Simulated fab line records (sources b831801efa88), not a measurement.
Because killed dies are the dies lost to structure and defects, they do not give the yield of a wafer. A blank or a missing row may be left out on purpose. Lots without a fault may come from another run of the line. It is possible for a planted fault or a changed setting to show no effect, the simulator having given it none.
Struck lot and sound lot, side by side | flow sky130 | 16 out of 708 route steps
Sound: wafers L730.1, L730.3, L730.6. Wafers L713.2, L713.3, L713.4 were the ones struck. The cause is named last.
At each step with rows: each side's tool, then ch and its chambers, then its first start. Under that, the readings that differ: sound wafers | struck wafers | difference of the means | sigmas: that difference in standard deviations of wafers without a fault.
alike: readings with means less than 2 such deviations apart, plus words and numbers identical on both sides. not compared: withheld readings, readings lacking a value on some wafer, bounds such as >300 that could conceal the same value, and numbers that have no deviation in the record and whose values overlap.
Wherever a step has rows on one side only, a row that says differs or no value, or a row with sigmas, the two part there. Numbers that have no deviation but don't overlap get no sigmas and don't part them. A reading that every wafer of one side lacks parts them only if that side has two wafers or more.

SKY_VIA3_BOW_MEAS_03:
  sound on filmMetro-04 at day 45 00:41; struck on filmMetro-04 at day 40 21:39
  alike: VIA3_BOW
then, 8 steps without rows for these wafers: SKY_VIA3_DEHYDRATE_04 (time 60 s); SKY_VIA3_HMDS_05 (prime time 60 s); SKY_VIA3_COAT_06 (resist thk 60 nm); SKY_VIA3_COAT_07 (resist thk 450 nm); SKY_VIA3_SOFTBAKE_08 (time 90 s); SKY_VIA3_EXPOSE_09 (exposes mask VIM3, target cd 200 nm); SKY_VIA3_PEB_10; SKY_VIA3_DEVELOP_11 (develop time 60 s).
SKY_VIA3_CD_MEAS_12: target cd 200 nm.
  sound on cdSem-01 at day 45 22:01; struck on cdSem-01 at day 41 21:38
  alike: cdNm
SKY_VIA3_OVL_MEAS_13:
  sound on overlay-02 at day 45 22:08; struck on overlay-01 at day 41 21:44
  alike: VIA3_OVL
SKY_VIA3_ETCH_14: etches BARC in N2/H2, stops on SiO2, time 45.9 s, target depth 60 nm.
  sound on rieDiel-04 ch 0,3, day 45 22:10; struck on rieDiel-03 ch 0,2,3, day 41 21:46
  alike: drypumpMotorCurrentA, oesProductAu, throttleValvePct
  not compared: rfHoursCounterH
SKY_VIA3_ETCH_15: etches SiO2 in C4F8/O2/Ar, stops on TiN, target depth 507 nm, time 78 s.
  sound on rieDiel-04 ch 0,3, day 45 22:13; struck on rieDiel-03 ch 0,2,3, day 41 21:49
reading                                    | sound             | struck            | difference | sigmas
oesProductAu (a.u.)                        | 0.949 0.953 0.946 | 0.901 0.899 0.898 | -0.050     | -12
model.VIA3.featureDepthNm (nm)             | 465.5 465.8 464.4 | 425.3 426.2 425.7 | -39.5      | 
model.etch.depthNm (nm)                    | 465.5 465.8 464.4 | 425.3 426.2 425.7 | -39.5      | 
model.KrF-thick_of_VIA3_COAT_07.thkNm (nm) | 292.6 286.5 287.1 | 308.3 307 305.8   | +18.3      | 
  not compared: rfHoursCounterH
SKY_VIA3_STRIP_16: strips in O2/N2.
  sound on plasmaAsher-01 ch 0,1, day 45 22:16; struck on plasmaAsher-02 ch 0,1, day 41 21:52
reading                  | sound             | struck            | difference | sigmas
stripTimeToEndpointS (s) | 4.141 4.092 4.089 | 4.321 4.295 4.267 | +0.187     | +7
  alike: drypumpMotorCurrentA, oesProductAu
  not compared: rfHoursCounterH
then, 1 step without rows for these wafers: SKY_VIA3_STRIP_17 (strips in post etch residue remover, time 1200 s).
-- the record jumps here: 6 days lie between the struck wafers' starts before and after (it left off in module VIA3 and takes up again in module PAD_OPEN, whose first step shown is number 708 of the route) --
SKY_PAD_OPEN_PROBE_99:
  sound on prober-02 at day 50 19:13; struck on prober-02 at day 47 15:08
reading                | sound          | struck         | difference | sigmas
defectLimitedYield (%) | 83.1 83.5 80.9 | 18.5 29.1 19.1 | -60.3      | -30
killed_at_M0_to_M3     | 51 39 37       | 354 312 352    | +297       | +40
killedDies             | 83 81 94       | 401 349 398    | +297       | +30
killedOnRim            | 16 15 17       | 91 86 95       | +75        | +20
  alike: killed_at_M4_up, killedAtContacts, killedAtFrontEnd, killedAtOther, killedOpen, killedShort

== WHERE THEY PART ==
Earliest at SKY_VIA3_ETCH_15; latest, in this record, at SKY_PAD_OPEN_PROBE_99.

WHY: whatever the simulator had introduced
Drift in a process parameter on rieDiel-03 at SKY_VIA3_ETCH_15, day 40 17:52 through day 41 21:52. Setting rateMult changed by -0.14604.
